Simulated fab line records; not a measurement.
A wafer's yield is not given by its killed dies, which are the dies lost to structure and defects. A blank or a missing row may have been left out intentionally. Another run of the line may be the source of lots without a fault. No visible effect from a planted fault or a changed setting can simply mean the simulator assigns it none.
Split-lot trial -- flow sky130 -- 5 lots, 23 wafers read, on a route of 708 steps

## THE SPLIT ITSELF
At SKY_VT_ADJUST_LVTN_IMPLANT_08, the setting dose_cm2 was moved away from the recipe's 1.57e+12 on 7 of the 23 wafers read, by -2.1% to +6.4%. For the rest of the wafers, this setting stayed at what the recipe calls for.

## FROM THE SPLIT TO THE READING: what the file shows between them, 1 step
- SKY_VT_ADJUST_LVTN_STRIP_09: strips in O2/N2

## THE READING
VT_ADJUST_LVTN_TW, at SKY_VT_ADJUST_LVTN_TW_MEAS_10. Typical for fault-free wafers on this fab line: 243.5, with standard deviation 1.6.

wafer,"tool, chamber at the split",dose_cm2 as run,against the recipe,VT_ADJUST_LVTN_TW,against lot-mates on the recipe
L074.1,"implanter-01, 0",1.57e+12,recipe,245.2,-
L074.4,"implanter-01, 0",1.57e+12,recipe,246.2,-
L074.5,"implanter-01, 0",1.57e+12,recipe,246.2,-
L077.1,"implanter-01, 0",1.57e+12,recipe,242.1,-
L077.2,"implanter-01, 0",1.57e+12,recipe,243.9,-
L077.3,"implanter-01, 0",1.67e+12,+6.4%,247.7,+4.7
L077.4,"implanter-01, 0",1.67e+12,+6.4%,249.1,+6.1
L077.6,"implanter-01, 0",1.67e+12,+6.4%,247.7,+4.7
L078.1,"implanter-02, 0",1.57e+12,recipe,243.6,-
L078.2,"implanter-02, 0",1.623e+12,+3.4%,245.9,+1.1
L078.3,"implanter-02, 0",1.57e+12,recipe,245.7,-
L078.4,"implanter-02, 0",1.57e+12,recipe,245.0,-
L078.5,"implanter-02, 0",1.623e+12,+3.4%,247.2,+2.4
L082.1,"implanter-04, 0",1.57e+12,recipe,240.1,-
L082.2,"implanter-04, 0",1.57e+12,recipe,242.0,-
L082.3,"implanter-04, 0",1.537e+12,-2.1%,239.9,-1.2
L082.4,"implanter-04, 0",1.537e+12,-2.1%,239.0,-2.1
L082.5,"implanter-04, 0",1.57e+12,recipe,241.1,-
L083.1,"implanter-02, 0",1.57e+12,recipe,244.8,-
L083.2,"implanter-02, 0",1.57e+12,recipe,245.5,-
L083.4,"implanter-02, 0",1.57e+12,recipe,245.2,-
L083.5,"implanter-02, 0",1.57e+12,recipe,245.4,-
L083.6,"implanter-02, 0",1.57e+12,recipe,244.7,-

FIT RESULTS
A straight line over all 23 wafers: VT_ADJUST_LVTN_TW changes by +0.793 for each +1% of dose_cm2; r = +0.73; the points scatter about the line by 1.9.
The same after taking each lot's own level away (the mean of its wafers on the recipe; 23 wafers): +0.772 for each +1%; r = +0.94; scatter 0.72.
Per that fit: largest dose_cm2 move, reading shift of 4.9.
The span of the lots' own levels, 241.07 to 245.87, comes to 3.0 times the standard deviation stated above.
So the lot-to-lot level blurs the effect unless lot-mates are compared.
Check: +4.94 against its lot-mates is what the line predicts for one of the wafers moved furthest among these (+6.4%) when that wafer is left out of the fit. Against them it came out at +4.7.

## OTHER SPLITS ON THESE WAFERS
These wafers also went through other splits before the reading. Each is held against what the fit with the lots' levels taken away leaves over:
other split on the same wafers,wafers away from the commonest value,r with VT_ADJUST_LVTN_TW (lot level and that fit taken away)
SKY_FIELD_ISO_CVD_03 time_s,18,+0.09
SKY_FIELD_ISO_DEVELOP_12 dev_temp_c,9,+0.10
SKY_NWELL_OXIDATION_01 temp_c,5,+0.14
SKY_PWDE_COAT_02 resist_thk_nm,10,+0.09
SKY_PWDE_IMPLANT_08 dose_cm2,8,-0.30
SKY_NWELL_STRIP_14 pressure_mtorr,18,+0.13
SKY_NWELL_DEVELOP_22 develop_time_s,5,+0.13
SKY_VT_ADJUST_HVTP_SOFTBAKE_03 temp_c,7,-0.11
SKY_VT_ADJUST_HVTP_IMPLANT_09 dose_cm2,7,+0.07

## FILE'S OWN FIT
VT_ADJUST_LVTN_TW changes by +0.755 for each +1% of dose_cm2, r = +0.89.
